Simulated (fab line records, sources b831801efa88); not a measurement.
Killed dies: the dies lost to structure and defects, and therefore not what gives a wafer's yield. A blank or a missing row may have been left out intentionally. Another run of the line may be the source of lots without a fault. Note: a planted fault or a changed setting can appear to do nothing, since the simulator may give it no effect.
Comparing a struck lot with a sound one    flow gf180mcu    14 steps out of a route of 602
Sound: these wafers, L270.2, L270.3, L270.4. Wafers L281.1, L281.4, L281.6 were the ones struck. The cause is given at the end.
At each step with rows: each side's tool, then ch and its chambers, then its first start. Under that, the readings that differ: sound wafers    struck wafers    difference of the means    sigmas: that difference in standard deviations of wafers without a fault.
alike: words and numbers the same on both sides, and readings whose means are apart by under 2 such deviations; not compared: readings that were withheld, readings missing a value for some wafer, numbers with overlapping values and no deviation given by the record, and bounds like >300 which may hide the same value.
A row with sigmas, a row that says differs or no value, or rows on one side alone: a step with any of these is where the two part. Numbers that don't overlap but have no deviation are shown without sigmas and don't part them. A reading that every wafer of one side lacks parts them only if that side has two wafers or more.

GF_DUAL_GATE_STRIP_13: strips in O2/N2.
  sound on plasma_asher-01 ch 0,1, day 9 07:07; struck on plasma_asher-03 ch 0, day 12 08:06
  alike: drypump_motor_current_A, heater_power_w, oes_product_au, strip_time_to_endpoint_s
  not compared: rf_hours_counter_h
then, 3 steps without rows for these wafers: GF_DUAL_GATE_CLEAN_14 (cleans in SC1/SC2, time 150 s); GF_DUAL_GATE_OXIDATION_15 (stabilise 600 s, purge 300 s, target thk 7.098 nm); GF_POLY_GATE_CVD_00 (deposits poly-Si, target thk 200 nm, time 1200 s).
GF_POLY_GATE_THK_MEAS_01:
  sound: film_metro-02 at day 9 10:52; struck: film_metro-04 at day 12 11:08
  alike: POLY_GATE_CVD_00_THK
then, 7 steps without rows for these wafers: GF_POLY_GATE_DEHYDRATE_02 (time 60 s); GF_POLY_GATE_HMDS_03 (prime time 60 s); GF_POLY_GATE_COAT_04; GF_POLY_GATE_COAT_05 (resist thk 700 nm); GF_POLY_GATE_SOFTBAKE_06 (time 60 s); GF_POLY_GATE_EXPOSE_07 (exposes mask Poly2, target cd 280 nm); GF_POLY_GATE_PEB_08 (peb time 90 s).
GF_POLY_GATE_DEVELOP_09: develop time 60 s.
  struck on litho_track-04, day 13 06:31; sound on litho_track-04 ch 0, day 10 04:12
  no value came back on the struck wafers for chill_plate_temp_C (C), develop_time_s (s); on the sound wafers chill_plate_temp_C (C) reads 23.17 23.18 22.96
reading                                     sound              struck             difference  sigmas
model.KrF_of_POLY_GATE_COAT_05.thk_nm (nm)  685.7 685.8 687.8  704.1 702.4 700.8  +16.0       
GF_POLY_GATE_CD_MEAS_10: target cd 280 nm.
  sound: cd_sem-02 at day 10 04:21; struck: cd_sem-02 at day 13 06:40
reading     sound              struck  difference                     sigmas
cd_nm (nm)  281.2 280.2 278.8  - - -   no value on the struck wafers  

## WHERE THEY PART
At GF_POLY_GATE_DEVELOP_09 first; at GF_POLY_GATE_CD_MEAS_10 last (within this record only).

WHY: what the simulator had put in
Step skipped in full: litho_track-04, at GF_POLY_GATE_DEVELOP_09, from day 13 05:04 onward. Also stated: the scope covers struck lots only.
